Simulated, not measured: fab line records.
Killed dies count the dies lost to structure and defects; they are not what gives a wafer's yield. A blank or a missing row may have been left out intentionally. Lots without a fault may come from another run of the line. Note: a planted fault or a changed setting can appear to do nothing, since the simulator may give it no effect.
fab line records -- flow gf180mcu
[record] lots = 7, wafers = 21, last-day = 32
route steps=602 shown V4@491 MIM@503
lots untouched by any fault: they come from a run of this same line in which no faults occurred
start-h: the number of hours between the record's first day and the start of the first shown wafer of the lot -- wait-h: hours since the lot's step before -- " as in the row above -- L1.1+2: a row that stands for several wafers -- - no value present, or no start provided -- * or withheld: withheld -- < > ~ a bound
route shown NAME@n: a module of which the file shows steps, and the number in the route of the first -- usual: mean/standard deviation of fault-free wafers -- same: alike in all rows -- chamber/n: place in a boat -- sites: readings site by site -- _std_site: the values' standard deviation -- _edge_site: outer sites' mean less inner sites' -- radius-mm: for every site, how far away it sits from the centre of the wafer -- mask NAME#n: copy n -- behind: the last tool/chamber to shape the wafer -- hold: cause of the lot's hold/its duration in hours/its outcome -- device: the transistor (n, p or np) that didn't switch -- end of line: tests run on the same wafers once the route is complete -- where a step has no rows: the recipe by itself -- killed: count of dies lost to structure and defects at first sort (not the wafer's yield) -- map: dies across one wafer; x = killed, . = not, _ = none there
set.NAME: the setting the step ran with; set.NAME@STEP: the setting that earlier step ran with -- model.NAME: the simulator's own value behind a step, which no gauge read
lots at some steps of the route; a table a step, a row a wafer
services: a tool's chamber out of use, with start hour (start-h, from the record's first day; less than 0 if before it), hours out, and reason
[[steps]]
[step GF_V4_OVL_MEAS_15]
[usual] V4_OVL = 1/6.8
lot.wafer,tool,chamber,start-h,wait-h,V4_OVL[nm]
L599.2,overlay-02,-,574.85,0.1,3
L599.4,overlay-02,-,574.85,0.1,9
L599.5,overlay-02,-,574.85,0.1,1
L604.2,overlay-02,-,620.95,0.1,2
L604.3,overlay-02,-,620.95,0.1,4
L604.5,overlay-02,-,620.95,0.1,0
L607.2,overlay-02,-,643.66,0.1,4
L607.3,overlay-02,-,643.66,0.1,-6
L607.5,overlay-02,-,643.66,0.1,-11
L610.1,overlay-01,-,671.06,0.1,7
L610.3,overlay-01,-,671.06,0.1,-5
L610.4,overlay-01,-,671.06,0.1,-3
L617.1,overlay-01,-,708.99,0.1,-7
L617.5,overlay-01,-,708.99,0.1,2
L617.6,overlay-01,-,708.99,0.1,-5
L616.1,overlay-01,-,710.36,0.1,-16
L616.2,overlay-01,-,710.36,0.1,3
L616.5,overlay-01,-,710.36,0.1,-9
L618.2,overlay-01,-,717.56,0.1,8
L618.3,overlay-01,-,717.56,0.1,-9
L618.4,overlay-01,-,717.56,0.1,-11
[step GF_V4_ETCH_16]
[recipe] chemistry = N2/H2, target-depth-a = withheld, overetch-a = withheld, time-s = withheld, target = BARC, ion-energy-ev = 200, source-w = 500, bias-w = 100, pressure-mtorr = 30, n2-flow-sccm = 100, h2-flow-sccm = 200
[usual] chamber-pressure-mTorr = 29.998/0.027, drypump-motor-current-A = 5.7/0.54, oes-product-au = 0.854/0.0044, throttle-valve-pct = 13.227/0.0091
lot.wafer,tool,chamber,start-h,wait-h,chamber-pressure-mTorr,drypump-motor-current-A,oes-product-au,throttle-valve-pct
L599.2,rie-diel-01,0,574.88,0.0,29.954,5.3,0.848,13.240
L599.4,rie-diel-01,1,574.88,0.0,29.978,5.4,0.850,13.233
L599.5,rie-diel-01,2,574.88,0.0,30.006,5.4,0.855,13.224
L604.2,rie-diel-01,3,620.98,0.0,29.993,5.4,0.858,13.212
L604.3,rie-diel-01,0,620.98,0.0,29.996,5.3,0.850,13.226
L604.5,rie-diel-01,3,620.98,0.0,29.970,5.4,0.850,13.215
L607.2,rie-diel-01,2,643.69,0.0,29.959,5.4,0.855,13.215
L607.3,rie-diel-01,0,643.69,0.0,30.008,5.3,0.853,13.222
L607.5,rie-diel-01,1,643.69,0.0,29.991,5.4,0.860,13.215
L610.1,rie-diel-04,2,671.09,0.0,30.023,6.7,0.847,13.240
L610.3,rie-diel-04,1,671.09,0.0,29.979,6.1,0.845,13.220
L610.4,rie-diel-04,2,671.09,0.0,30.005,6.6,0.852,13.225
L617.1,rie-diel-03,3,709.03,0.0,30.013,6.5,0.852,13.234
L617.5,rie-diel-03,3,709.03,0.0,30.005,6.5,0.854,13.226
L617.6,rie-diel-03,0,709.03,0.0,30.026,5.7,0.854,13.219
L616.1,rie-diel-01,0,710.39,0.0,30.061,5.4,0.854,13.231
L616.2,rie-diel-01,1,710.39,0.0,29.977,5.4,0.859,13.210
L616.5,rie-diel-01,1,710.39,0.0,30.023,5.4,0.852,13.232
L618.2,rie-diel-03,3,717.59,0.0,29.979,6.5,0.848,13.250
L618.3,rie-diel-03,1,717.59,0.0,30.000,4.9,0.850,13.221
L618.4,rie-diel-03,0,717.59,0.0,30.016,5.6,0.858,13.213
[step GF_V4_ETCH_17]
[recipe] chemistry = C4F8/O2/Ar, mask-material = KrF, target = SiO2, stop-on = TiN, source-w = 1500, bias-w = 1200, pressure-mtorr = 40, c4f8-flow-sccm = withheld, O2_flow_sccm = 6, Ar_flow_sccm = 300, time-s = withheld, target-depth-a = 6300
[step GF_V4_STRIP_18]
[recipe] chemistry = O2/N2, power-w = 1400, pressure-mtorr = 1500, platen-temp-c = 250, o2-flow-sccm = 3000, n2-flow-sccm = 300, overash-fraction = 0.5
[usual] chamber-pressure-mTorr = 1499.9/1.6, drypump-motor-current-A = 5.3/0.45, heater-power-w = 346/26, oes-product-au = 0.592/0.005, platen-temp-c = 250.01/0.18
lot.wafer,tool,chamber,start-h,wait-h,chamber-pressure-mTorr,drypump-motor-current-A,heater-power-w,oes-product-au,platen-temp-c,rf-hours-counter-h
L599.2,plasma-asher-03,0,575.01,-,1500.4,4.9,331,0.591,250.00,93
L599.4,plasma-asher-03,1,575.01,-,1502.6,5.1,398,0.599,249.79,-
L599.5,plasma-asher-03,0,575.01,-,1500.1,4.9,333,0.591,250.05,-
L604.2,plasma-asher-02,0,621.11,-,1499.1,5.6,327,0.591,250.33,23
L604.3,plasma-asher-02,0,621.11,-,1499.8,5.6,325,0.597,250.44,-
L604.5,plasma-asher-02,1,621.11,-,1500.9,5.1,312,0.584,249.85,-
L607.2,plasma-asher-03,0,643.82,-,1500.3,5.0,340,0.594,249.80,101
L607.3,plasma-asher-03,1,643.82,-,1496.1,5.1,395,0.587,249.97,-
L607.5,plasma-asher-03,1,643.82,-,1496.8,5.1,385,0.606,249.85,-
L610.1,plasma-asher-02,0,671.22,-,1499.4,5.6,334,0.589,250.05,28
L610.3,plasma-asher-02,1,671.22,-,1500.1,5.1,309,0.588,249.92,-
L610.4,plasma-asher-02,0,671.22,-,1500.2,5.6,330,0.585,250.13,-
L617.1,plasma-asher-01,1,709.16,-,1502.0,6.1,346,0.597,250.02,67
L617.5,plasma-asher-01,1,709.16,-,1500.3,6.1,369,0.594,250.25,-
L617.6,plasma-asher-01,0,709.16,-,1498.8,4.9,331,0.591,250.03,-
L616.1,plasma-asher-03,1,710.52,-,1500.2,5.1,388,0.594,249.96,108
L616.2,plasma-asher-03,0,710.52,-,1499.1,5.0,326,0.592,250.27,108
L616.5,plasma-asher-03,1,710.52,-,1499.1,5.1,395,0.591,249.78,-
L618.2,plasma-asher-03,0,717.72,-,1499.5,5.0,337,0.590,250.40,109
L618.3,plasma-asher-03,1,717.72,-,1499.0,5.1,389,0.599,249.93,-
L618.4,plasma-asher-03,0,717.72,-,1499.8,5.0,326,0.592,250.12,-
[step GF_V4_STRIP_19]
[recipe] chemistry = post-etch-residue-remover, time-s = 1200, temp-c = 72.5
[step GF_V4_CLEAN_20]
[recipe] chemistry = DIW, dry = n2-spin
[step GF_V4_SPUTTER_21]
[recipe] material = Ti, target-thk-nm = 15, chamber-pressure-pa = 5, power-w = 2500, substrate-temp-c = 200, time-s = 80.02
[step GF_V4_SPUTTER_22]
[recipe] material = TiN, target-thk-nm = 10, chamber-pressure-pa = 5, power-w = 4000, time-s = 40
[usual] cathode-dc-power-W = 4000.1/0.68, chamber-pressure-pa = 4.999/0.01, throttle-valve-pct = 29.5/0.97
lot.wafer,tool,chamber,start-h,wait-h,cathode-dc-power-W,chamber-pressure-pa,throttle-valve-pct
L599.2,pvd-sputter-01,-,575.60,0.0,3999.9,4.986,31.1
L599.4,pvd-sputter-01,-,575.60,0.0,3999.5,4.983,28.4
L599.5,pvd-sputter-01,-,575.60,0.0,4000.9,4.991,28.8
L604.2,pvd-sputter-01,-,621.71,0.0,4000.2,5.000,28.9
L604.3,pvd-sputter-01,-,621.71,0.0,4000.7,5.019,28.7
L604.5,pvd-sputter-01,-,621.71,0.0,4000.6,5.008,28.6
L607.2,pvd-sputter-01,-,644.43,0.0,3999.8,5.001,28.8
L607.3,pvd-sputter-01,-,644.43,0.0,4000.0,5.001,31.1
L607.5,pvd-sputter-01,-,644.43,0.0,3999.7,5.011,31.1
L610.1,pvd-sputter-04,-,671.82,0.0,4001.3,4.992,30.2
L610.3,pvd-sputter-04,-,671.82,0.0,4000.8,4.996,28.5
L610.4,pvd-sputter-04,-,671.82,0.0,4000.1,5.010,28.9
L617.1,pvd-sputter-01,-,709.75,0.0,4000.8,4.991,28.4
L617.5,pvd-sputter-01,-,709.75,0.0,3999.9,5.005,28.7
L617.6,pvd-sputter-01,-,709.75,0.0,3999.7,4.979,28.9
L616.1,pvd-sputter-03,-,711.12,0.0,3999.7,5.002,31.3
L616.2,pvd-sputter-03,-,711.12,0.0,3999.3,5.006,29.7
L616.5,pvd-sputter-03,-,711.12,0.0,3999.2,4.985,28.0
L618.2,pvd-sputter-04,-,718.31,0.0,3999.2,4.997,28.9
L618.3,pvd-sputter-04,-,718.31,0.0,4001.2,4.999,30.4
L618.4,pvd-sputter-04,-,718.31,0.0,3999.9,4.997,30.2
[step GF_V4_CVD_23]
[recipe] material = W, target-thk-nm = 350, time-s = 104.9, temp-c = 400, pressure-torr = 40
[usual] heater-power-w = 840/95
lot.wafer,tool,chamber,start-h,wait-h,heater-power-w
L599.2,cvd-w-02,0,575.64,0.0,770
L599.4,cvd-w-02,1,575.64,0.0,660
L599.5,cvd-w-02,0,575.64,0.0,789
L604.2,cvd-w-01,0,621.75,0.0,868
L604.3,cvd-w-01,0,621.75,0.0,860
L604.5,cvd-w-01,1,621.75,0.0,919
L607.2,cvd-w-01,1,644.47,0.0,935
L607.3,cvd-w-01,1,644.47,0.0,953
L607.5,cvd-w-01,1,644.47,0.0,965
L610.1,cvd-w-01,1,671.86,0.0,938
L610.3,cvd-w-01,1,671.86,0.0,943
L610.4,cvd-w-01,1,671.86,0.0,948
L617.1,cvd-w-01,1,709.79,0.0,928
L617.5,cvd-w-01,0,709.79,0.0,869
L617.6,cvd-w-01,1,709.79,0.0,935
L616.1,cvd-w-02,1,711.16,0.0,682
L616.2,cvd-w-02,0,711.16,0.0,795
L616.5,cvd-w-02,1,711.16,0.0,680
L618.2,cvd-w-01,1,718.35,0.0,939
L618.3,cvd-w-01,1,718.35,0.0,953
L618.4,cvd-w-01,0,718.35,0.0,843
[step GF_V4_RS_MEAS_24]
[recipe] thk-meas-gauge = four-point-probe, reads = W_of_V4_CVD_23+TiN_of_V4_SPUTTER_22+Ti_of_V4_SPUTTER_21
[usual] V4_W_RS = 0.326/0.0039
lot.wafer,tool,chamber,start-h,wait-h,V4_W_RS[ohm/sq]
L599.2,film-metro-04,-,575.77,0.1,0.327
L599.4,film-metro-04,-,575.77,0.1,0.334
L599.5,film-metro-04,-,575.77,0.1,0.325
L604.2,film-metro-02,-,621.88,0.1,0.329
L604.3,film-metro-02,-,621.88,0.1,0.325
L604.5,film-metro-02,-,621.88,0.1,0.327
L607.2,film-metro-03,-,644.61,0.1,0.323
L607.3,film-metro-03,-,644.61,0.1,0.324
L607.5,film-metro-03,-,644.61,0.1,0.328
L610.1,film-metro-03,-,672.08,0.2,0.323
L610.3,film-metro-03,-,672.08,0.2,0.321
L610.4,film-metro-03,-,672.08,0.2,0.322
L617.1,film-metro-03,-,709.90,0.1,0.327
L617.5,film-metro-03,-,709.90,0.1,0.325
L617.6,film-metro-03,-,709.90,0.1,0.331
L616.1,film-metro-02,-,711.28,0.1,0.329
L616.2,film-metro-02,-,711.28,0.1,0.322
L616.5,film-metro-02,-,711.28,0.1,0.331
L618.2,film-metro-02,-,718.48,0.1,0.330
L618.3,film-metro-02,-,718.48,0.1,0.328
L618.4,film-metro-02,-,718.48,0.1,0.328
[step GF_V4_THK_MEAS_25]
[recipe] thk-meas-gauge = xrf, reads = W_of_V4_CVD_23
[usual] V4_W_THK = 352/4.8
lot.wafer,tool,chamber,start-h,wait-h,V4_W_THK[nm]
L599.2,film-metro-04,-,575.88,0.1,348
L599.4,film-metro-04,-,575.88,0.1,341
L599.5,film-metro-04,-,575.88,0.1,349
L604.2,film-metro-02,-,621.99,0.1,351
L604.3,film-metro-02,-,621.99,0.1,353
L604.5,film-metro-02,-,621.99,0.1,351
L607.2,film-metro-03,-,644.72,0.1,353
L607.3,film-metro-03,-,644.72,0.1,353
L607.5,film-metro-03,-,644.72,0.1,349
L610.1,film-metro-03,-,672.20,0.1,355
L610.3,film-metro-03,-,672.20,0.1,357
L610.4,film-metro-03,-,672.20,0.1,355
L617.1,film-metro-03,-,710.02,0.1,349
L617.5,film-metro-03,-,710.02,0.1,352
L617.6,film-metro-03,-,710.02,0.1,346
L616.1,film-metro-02,-,711.40,0.1,350
L616.2,film-metro-02,-,711.40,0.1,357
L616.5,film-metro-02,-,711.40,0.1,347
L618.2,film-metro-02,-,718.59,0.1,348
L618.3,film-metro-02,-,718.59,0.1,350
L618.4,film-metro-02,-,718.59,0.1,352
[step GF_V4_CMP_26]
[recipe] stop-on = SiO2, down-force-psi = 3.5, platen-rpm = 60, t-overpolish-s = 15, target-thk-nm = 0, pad-velocity-m-s = 0.94248
[step GF_MIM_SPUTTER_00]
[recipe] material = Ti, target-thk-nm = 37.5, arriving-ion-energy-ev = 80, substrate-temp-c = 200, chamber-pressure-pa = 2, power-w = 4000, time-s = 150
[usual] cathode-dc-power-W = 4000.0/0.84, chamber-pressure-pa = 2.000/0.0037, throttle-valve-pct = 29.9/0.92
lot.wafer,tool,chamber,start-h,wait-h,cathode-dc-power-W,chamber-pressure-pa,throttle-valve-pct
L599.2,pvd-sputter-04,-,576.33,0.2,3998.7,2.004,28.8
L599.4,pvd-sputter-04,-,576.33,0.2,3999.9,1.998,30.2
L599.5,pvd-sputter-04,-,576.33,0.2,3999.4,2.003,30.4
L604.2,pvd-sputter-02,-,622.34,0.2,3998.1,1.999,29.4
L604.3,pvd-sputter-02,-,622.34,0.2,4001.1,2.001,30.8
L604.5,pvd-sputter-02,-,622.34,0.2,3999.1,1.998,29.4
L607.2,pvd-sputter-04,-,645.07,0.2,3999.0,2.001,30.3
L607.3,pvd-sputter-04,-,645.07,0.2,4000.1,2.005,28.7
L607.5,pvd-sputter-04,-,645.07,0.2,4000.1,1.997,30.2
L610.1,pvd-sputter-02,-,672.56,0.2,3999.2,2.002,29.6
L610.3,pvd-sputter-02,-,672.56,0.2,4000.4,2.001,31.0
L610.4,pvd-sputter-02,-,672.56,0.2,3998.7,1.999,30.5
L617.1,pvd-sputter-02,-,710.38,0.2,-,-,-
L617.5,pvd-sputter-02,-,710.38,0.2,-,-,-
L617.6,pvd-sputter-02,-,710.38,0.2,-,-,-
L616.1,pvd-sputter-02,-,711.76,0.2,-,-,-
L616.2,pvd-sputter-02,-,711.76,0.2,-,-,-
L616.5,pvd-sputter-02,-,711.76,0.2,-,-,-
L618.2,pvd-sputter-03,-,718.94,0.1,-,-,-
L618.3,pvd-sputter-03,-,718.94,0.1,-,-,-
L618.4,pvd-sputter-03,-,718.94,0.1,-,-,-
[step GF_MIM_SPUTTER_01]
[recipe] material = TiN, target-thk-nm = 30, power-w = 6500, time-s = 25, chamber-pressure-pa = 0.4
[usual] cathode-dc-power-W = 6499.9/1.2, chamber-pressure-pa = 0.4000/0.00074, throttle-valve-pct = 29.9/0.9
lot.wafer,tool,chamber,start-h,wait-h,cathode-dc-power-W,chamber-pressure-pa,throttle-valve-pct
L599.2,pvd-sputter-04,-,576.43,0.1,6500.7,0.3998,28.3
L599.4,pvd-sputter-04,-,576.43,0.1,6500.3,0.3986,30.2
L599.5,pvd-sputter-04,-,576.43,0.1,6501.2,0.3996,30.4
L604.2,pvd-sputter-02,-,622.44,0.1,6498.3,0.4008,29.3
L604.3,pvd-sputter-02,-,622.44,0.1,6499.7,0.3996,30.7
L604.5,pvd-sputter-02,-,622.44,0.1,6499.8,0.4008,29.5
L607.2,pvd-sputter-04,-,645.17,0.1,6500.4,0.3999,30.3
L607.3,pvd-sputter-04,-,645.17,0.1,6497.4,0.3999,28.5
L607.5,pvd-sputter-04,-,645.17,0.1,6498.5,0.3999,30.2
L610.1,pvd-sputter-02,-,672.66,0.1,6502.7,0.3996,30.0
L610.3,pvd-sputter-02,-,672.66,0.1,6500.4,0.3993,31.7
L610.4,pvd-sputter-02,-,672.66,0.1,6500.8,0.3997,30.7
L617.1,pvd-sputter-02,-,710.48,0.1,6497.9,0.3995,31.2
L617.5,pvd-sputter-02,-,710.48,0.1,6499.5,0.3994,29.4
L617.6,pvd-sputter-02,-,710.48,0.1,6497.8,0.4013,30.4
L616.1,pvd-sputter-02,-,711.86,0.1,6500.1,0.3982,30.5
L616.2,pvd-sputter-02,-,711.86,0.1,6499.3,0.3991,29.8
L616.5,pvd-sputter-02,-,711.86,0.1,6499.9,0.4003,29.8
L618.2,pvd-sputter-03,-,719.04,0.1,6500.3,0.3996,31.3
L618.3,pvd-sputter-03,-,719.04,0.1,6500.1,0.3989,29.5
L618.4,pvd-sputter-03,-,719.04,0.1,6500.0,0.4002,30.0
[[services]]
tool,chamber,start-h,hours,kind
plasma-asher-03,-,555.48,2.8,pm
cvd-w-01,0,560.66,4.7,repair
plasma-asher-03,-,563.74,5.1,repair
pvd-sputter-04,-,576.79,2.1,repair
pvd-sputter-03,-,580.09,2.6,repair
plasma-asher-02,-,604.94,7.1,repair
cvd-w-01,-,607.18,6.9,pm
cvd-w-02,1,607.28,6.9,repair
pvd-sputter-04,-,620.05,12.9,repair
cvd-w-02,-,621.34,1.3,repair
cvd-w-01,-,640.61,0.3,repair
rie-diel-03,0,657.77,4.8,repair
rie-diel-01,2,658.85,7.5,repair
pvd-sputter-02,-,658.98,0.5,repair
rie-diel-04,3,661.96,-,clean
rie-diel-04,3,661.96,32.6,scheduled-down
rie-diel-04,3,661.96,32.6,vent-cycle
cvd-w-01,0,663.44,9.8,repair
rie-diel-01,-,678.21,2.8,pm
cvd-w-02,-,704.31,6.0,pm
rie-diel-01,2,706.03,-,clean
rie-diel-01,2,706.03,22.6,scheduled-down
rie-diel-01,2,706.03,22.6,vent-cycle
rie-diel-03,-,712.38,0.2,repair
[[key]]
[first-sign] step = GF_MIM_SPUTTER_00, reading = tool-record, direction = missing
effect none on later readings
met-at GF_MIM_SPUTTER_00
struck-wafers L616.1,L616.2,L616.5,L617.1,L617.5,L617.6,L618.2,L618.3,L618.4
later-rows-left-out L616.1,L616.2,L616.5,L617.1,L617.5,L617.6,L618.2,L618.3,L618.4
sort-left-out L616.1,L616.2,L616.5,L617.1,L617.5,L617.6,L618.2,L618.3,L618.4
onset-between 672.56 710.38
[fault] kind = skipped-step-whole, tool = pvd-sputter-02,pvd-sputter-03, chamber = -, onset-h = 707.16, steps = GF_MIM_SPUTTER_00, scope = struck-lots-only
// sort-left-out: the simulated sort isn't trusted on such a fault, so these wafers' sort isn't shown, and their yield isn't known
// later-rows-left-out: the simulator's readings of these wafers behind a module that went badly wrong aren't trusted and aren't shown, but for the sort
